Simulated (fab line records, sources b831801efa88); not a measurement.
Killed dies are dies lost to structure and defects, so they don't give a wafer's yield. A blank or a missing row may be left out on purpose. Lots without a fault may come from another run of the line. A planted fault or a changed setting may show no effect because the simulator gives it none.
Which tool did it? | flow sky130 | 11 lots, 33 wafers sampled, at 4 steps of a route of 708

WHAT THE GAUGES READ, wafer by wafer
SKY_SD_N_RS_MEAS_16: measures by four-point-probe.
lot  | measured     | on            | SD_N_RS (ohm/sq)
L527 | day 28 02:17 | film_metro-01 | 68.51 68.62 68.69
L530 | day 29 03:39 | film_metro-03 | 68.85 68.80 68.88
L531 | day 29 06:58 | film_metro-03 | 69.06 68.73 68.72
L533 | day 29 20:22 | film_metro-01 | 68.55 68.61 68.51
L534 | day 31 01:31 | film_metro-03 | 68.81 68.84 68.91
L535 | day 31 04:03 | film_metro-03 | 76.54 76.53 76.43
L536 | day 31 05:28 | film_metro-03 | 68.70 68.89 68.81
L538 | day 31 13:07 | film_metro-03 | 76.80 76.47 76.53
L546 | day 34 03:00 | film_metro-02 | 68.47 68.34 68.51
L547 | day 34 09:14 | film_metro-01 | 68.45 68.66 68.59
L549 | day 35 10:03 | film_metro-03 | 68.71 68.75 68.78

WHICH TOOL RAN EACH LOT (tool, then ch and the chambers of the sampled wafers, then the start)
lot  | SKY_VT_ADJUST_NCORE_STRIP_10         | SKY_SD_N_IMPLANT_09             | SKY_SD_N_STRIP_11
L527 | plasma_asher-03 ch 0, day 8 16:32    | implanter-01 ch 0, day 28 01:35 | plasma_asher-01 ch 0,1, day 28 01:53
L530 | plasma_asher-03 ch 0, day 9 14:47    | implanter-01 ch 0, day 29 02:58 | plasma_asher-03 ch 1, day 29 03:14
L531 | plasma_asher-01 ch 0,1, day 9 20:14  | implanter-01 ch 0, day 29 06:17 | plasma_asher-02 ch 0,1, day 29 06:34
L533 | plasma_asher-03 ch 0,1, day 10 07:59 | implanter-03 ch 0, day 29 19:41 | plasma_asher-01 ch 0,1, day 29 19:59
L534 | plasma_asher-04 ch 0,1, day 10 20:46 | implanter-03 ch 0, day 31 00:50 | plasma_asher-02 ch 0,1, day 31 01:07
L535 | plasma_asher-04 ch 0,1, day 10 23:08 | implanter-03 ch 0, day 31 03:19 | plasma_asher-01 ch 0,1, day 31 03:35
L536 | plasma_asher-01 ch 0,1, day 11 09:05 | implanter-01 ch 0, day 31 04:47 | plasma_asher-03 ch 0,1, day 31 05:04
L538 | plasma_asher-03 ch 0,1, day 11 17:47 | implanter-03 ch 0, day 31 12:26 | plasma_asher-02 ch 0,1, day 31 12:43
L546 | plasma_asher-03 ch 0,1, day 14 01:27 | implanter-01 ch 0, day 34 02:19 | plasma_asher-02 ch 0,1, day 34 02:37
L547 | plasma_asher-03 ch 0,1, day 14 10:08 | implanter-04 ch 0, day 34 08:32 | plasma_asher-02 ch 0,1, day 34 08:50
L549 | plasma_asher-03 ch 0,1, day 15 07:08 | implanter-01 ch 0, day 35 09:22 | plasma_asher-02 ch 0,1, day 35 09:38
- SKY_VT_ADJUST_NCORE_STRIP_10: strips in O2/N2.
- SKY_SD_N_IMPLANT_09
- SKY_SD_N_STRIP_11: strips in O2/N2.

THE ANSWER, worked out from the rows above alone
Rule: what is usual is taken from the lots themselves. Put in order of their means at a reading, lots are off if they are a third of the lots or fewer, leave a main group of 4 or more, and stand apart from it by a gap of 3 or more times the standard deviation of the main group's means; of several such gaps the widest counts. A main group whose means are all the same, to the digits that the tables above print for the reading, isn't used. A lot without any number at a reading at which 4 lots or more have one is off too. The other lots that the step has rows for count as sound.
Off: L535, L538, at SKY_SD_N_RS_MEAS_16 (SD_N_RS). The main group: mean 68.69 ohm/sq, standard deviation 0.15.
A tool fits if, at a process step before that reading, it ran every lot that is off, and no sound lot after the first of them. The gauges at SKY_SD_N_RS_MEAS_16 are tried like those tools. One fits: implanter-03 at SKY_SD_N_IMPLANT_09. Its last sound lot is L534 (day 31 00:50), its first lot that is off L535 (day 31 03:19): a fault that began between those two fits.

WHAT THE SIMULATOR HAD PUT IN
Process parameter drift: implanter-03, from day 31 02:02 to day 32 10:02, at SKY_SD_N_IMPLANT_09. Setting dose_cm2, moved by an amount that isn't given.
Lots struck among those shown: L535, L538. The rule above found the same.
